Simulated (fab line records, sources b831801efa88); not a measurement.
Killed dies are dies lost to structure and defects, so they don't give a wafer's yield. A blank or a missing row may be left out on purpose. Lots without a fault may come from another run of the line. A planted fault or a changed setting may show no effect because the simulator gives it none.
fab line records | flow sky130
record lots=6 wafers=18 last_day=50
route steps=708 shown LDD_HVP@283 LDD_LDN@289
lots that met no fault: from a run of the same line without faults
start_h: hours from the record's first day to the start of the lot's first wafer shown | wait_h: hours since the lot's step before | " the same as in the row above | L1.1+2: a row that stands for several wafers | - no value, or no start given | * or withheld: withheld | < > ~ a bound
route shown NAME@n: a module of which the file shows steps, and the number in the route of the first | usual: mean/standard deviation of fault-free wafers | same: alike in all rows | chamber/n: place in a boat | sites: the reading at each site | _std_site: their standard deviation | _edge_site: outer sites' mean less inner sites' | radius_mm: how far each site lies from the wafer's centre | mask NAME#n: copy n | behind: the tool/chamber that last shaped the wafer | hold: why the lot was held/for how many hours/how that ended | device: the transistor (n, p or np) that didn't switch | end of line: the same wafers' tests at the end of the route | a step without rows: its recipe alone | killed: dies lost to structure and defects at the first sort, not the wafer's yield | map: a wafer's dies, x killed, . not, _ none there
set.NAME: the setting as run; set.NAME@STEP: as run at that earlier step | model.NAME: the simulator's own value behind a step, which no gauge read
lots at some steps of the route; a table a step, a row a wafer
services: from which hour (start_h, from the record's first day; less than 0 if before it) a tool's chamber was out of use, for how many hours, and why
## steps
# step SKY_LDD_HVP_PEB_05
# recipe temp_c=withheld time_s=* resist=NOVOLAK
# step SKY_LDD_HVP_DEVELOP_06
# recipe resist=NOVOLAK developer=TMAH develop_time_s=60 dev_temp_c=23
# step SKY_LDD_HVP_OVL_MEAS_07
# usual LDD_HVP_OVL=-0.3/1.2
# columns lot.wafer tool chamber start_h wait_h LDD_HVP_OVL[nm]
L200.2 overlay-01 - 518.18 0.1 -1.2
L200.3 " - " " -1.7
L200.6 " - " " -3.2
L201.1 overlay-01 - 533.68 0.1 1.0
L201.2 " - " " -0.3
L201.4 " - " " 0.0
L209.1 overlay-02 - 598.68 0.1 -2.2
L209.2 " - " " 0.7
L209.6 " - " " 1.0
L213.1 overlay-02 - 633.43 0.1 -2.6
L213.5 " - " " -0.8
L213.6 " - " " 1.2
L218.3 overlay-02 - 689.24 0.1 -0.2
L218.4 " - " " 0.9
L218.5 " - " " 0.7
L220.1 overlay-01 - 709.68 0.1 2.2
L220.2 " - " " 0.2
L220.4 " - " " 1.7
# step SKY_LDD_HVP_IMPLANT_08
# recipe species=B energy_kev=20 dose_cm2=1.7e+13 tilt_deg=17.9
# step SKY_LDD_HVP_STRIP_09
# recipe chemistry=O2/N2 power_w=1400 pressure_mtorr=1500 platen_temp_c=withheld o2_flow_sccm=3000 n2_flow_sccm=300 overash_fraction=0.5
# usual drypump_motor_current_A=5.6/0.53 oes_product_au=0.409/0.005 strip_time_to_endpoint_s=4.134/0.015
# same overash_fraction=0.5
# columns lot.wafer tool chamber start_h wait_h drypump_motor_current_A oes_product_au rf_hours_counter_h strip_time_to_endpoint_s
L200.2 plasma_asher-02 1 518.36 0.1 6.1 0.416 39 4.151
L200.3 " 0 " " 5.0 0.410 - 4.134
L200.6 " 1 " " 6.1 0.412 - 4.129
L201.1 plasma_asher-04 1 533.87 0.1 5.2 0.406 73 4.133
L201.2 " 0 " " 5.0 0.415 73 4.146
L201.4 " 0 " " 5.0 0.405 - 4.139
L209.1 plasma_asher-01 1 598.92 0.2 5.6 0.405 17 4.145
L209.2 " 0 " " 6.4 0.406 17 4.147
L209.6 " 1 " " 5.6 0.419 - 4.130
L213.1 plasma_asher-02 0 633.62 0.1 5.0 0.413 49 4.123
L213.5 " 0 " " 5.0 0.420 - 4.127
L213.6 " 1 " " 6.1 0.408 - 4.154
L218.3 plasma_asher-02 1 689.45 0.1 6.1 0.403 - 4.110
L218.4 " 0 " " 5.0 0.404 - 4.121
L218.5 " 0 " " 5.0 0.399 - 4.123
L220.1 plasma_asher-04 1 709.87 0.1 5.2 0.410 89 4.146
L220.2 " 0 " " 5.0 0.411 89 4.120
L220.4 " 0 " " 5.0 0.412 - 4.147
# step SKY_LDD_HVP_TW_MEAS_10
# usual LDD_HVP_TW=457/7.5
# columns lot.wafer tool chamber start_h wait_h LDD_HVP_TW
L200.2 film_metro-01 - 518.47 0.1 463
L200.3 " - " " 464
L200.6 " - " " 465
L201.1 film_metro-03 - 533.97 0.1 451
L201.2 " - " " 452
L201.4 " - " " 448
L209.1 film_metro-02 - 599.02 0.1 460
L209.2 " - " " 460
L209.6 " - " " 460
L213.1 film_metro-03 - 633.72 0.1 449
L213.5 " - " " 447
L213.6 " - " " 447
L218.3 film_metro-03 - 689.53 0.1 452
L218.4 " - " " 450
L218.5 " - " " 451
L220.1 film_metro-03 - 709.97 0.1 450
L220.2 " - " " 449
L220.4 " - " " 447
# step SKY_LDD_LDN_DEHYDRATE_00
# recipe temp_c=200 time_s=60
# step SKY_LDD_LDN_HMDS_01
# recipe prime_time_s=60 prime_temp_c=120
# step SKY_LDD_LDN_COAT_02
# recipe resist=NOVOLAK spin_rpm=3000 resist_thk_nm=1140
# step SKY_LDD_LDN_SOFTBAKE_03
# recipe temp_c=90 time_s=60 resist=NOVOLAK
# step SKY_LDD_LDN_EXPOSE_04
# recipe mask_id=LDNTM na=0.6 source_shape=conventional sigma_outer=0.6 polarization=unpolarized target_cd_nm=700 dose_mj=140
# step SKY_LDD_LDN_PEB_05
# recipe temp_c=withheld time_s=* resist=NOVOLAK
# step SKY_LDD_LDN_DEVELOP_06
# recipe resist=NOVOLAK developer=TMAH develop_time_s=60 dev_temp_c=23
# usual chill_plate_temp_C=22.99/0.096 develop_time_s=60/0
# columns lot.wafer tool chamber start_h wait_h chill_plate_temp_C develop_time_s
L200.2 litho_track-02 - 547.40 0.1 - -
L200.3 " - " " - -
L200.6 " - " " - -
L201.1 litho_track-02 - 562.88 0.1 - -
L201.2 " - " " - -
L201.4 " - " " - -
L209.1 litho_track-03 0 626.98 0.1 22.88 60
L209.2 " 0 " " 22.98 60
L209.6 " 0 " " 22.89 60
L213.1 litho_track-02 0 660.78 0.1 23.09 60
L213.5 " 0 " " 22.98 60
L213.6 " 0 " " 22.99 60
L218.3 litho_track-04 0 716.64 0.1 22.91 60
L218.4 " 0 " " 23.01 60
L218.5 " 0 " " 22.98 60
L220.1 litho_track-03 0 736.98 0.1 23.00 60
L220.2 " 0 " " 22.95 60
L220.4 " 0 " " 22.87 60
# step SKY_LDD_LDN_OVL_MEAS_07
# usual LDD_LDN_OVL=1.2/1.3
# columns lot.wafer tool chamber start_h wait_h LDD_LDN_OVL[nm]
L200.2 overlay-01 - 547.54 0.1 -
L200.3 " - " " -
L200.6 " - " " -
L201.1 overlay-01 - 563.03 0.1 -
L201.2 " - " " -
L201.4 " - " " -
L209.1 overlay-01 - 627.13 0.1 0.1
L209.2 " - " " 2.1
L209.6 " - " " 2.5
L213.1 overlay-01 - 660.93 0.1 -0.5
L213.5 " - " " -0.3
L213.6 " - " " -0.9
L218.3 overlay-02 - 716.75 0.1 0.4
L218.4 " - " " 0.6
L218.5 " - " " -0.6
L220.1 overlay-02 - 737.13 0.1 2.3
L220.2 " - " " 3.7
L220.4 " - " " 2.5
## services
# columns tool chamber start_h hours kind
plasma_asher-02 - 514.41 2.8 pm
plasma_asher-04 - 537.89 0.5 repair
plasma_asher-01 - 545.91 7.1 repair
plasma_asher-04 - 578.99 1.3 repair
plasma_asher-02 - 581.25 0.8 repair
plasma_asher-02 - 589.04 14.1 repair
plasma_asher-04 - 629.67 0.7 repair
plasma_asher-04 - 646.79 14.6 pm
## key
first_sign step=SKY_LDD_LDN_DEVELOP_06 reading=tool_record direction=missing
effect none on later readings
met_at SKY_LDD_LDN_DEVELOP_06
struck_wafers L200.2,L200.3,L200.6,L201.1,L201.2,L201.4
sort_left_out L200.2,L200.3,L200.6,L201.1,L201.2,L201.4
tester_left_out L200,L201
fault kind=skipped_step_whole tool=litho_track-02 chamber=- onset_h=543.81 steps=SKY_LDD_LDN_DEVELOP_06 scope=struck_lots_only
# tester_left_out: of these lots the tester's yield and bins aren't shown, on N5 and GAA mostly nor the transistor test; their killed dies are dies lost to structure and defects alone, not to doping, threshold or leakage, so they don't give the yield
# sort_left_out: the simulated sort isn't trusted on such a fault, so these wafers' sort isn't shown, and their yield isn't known
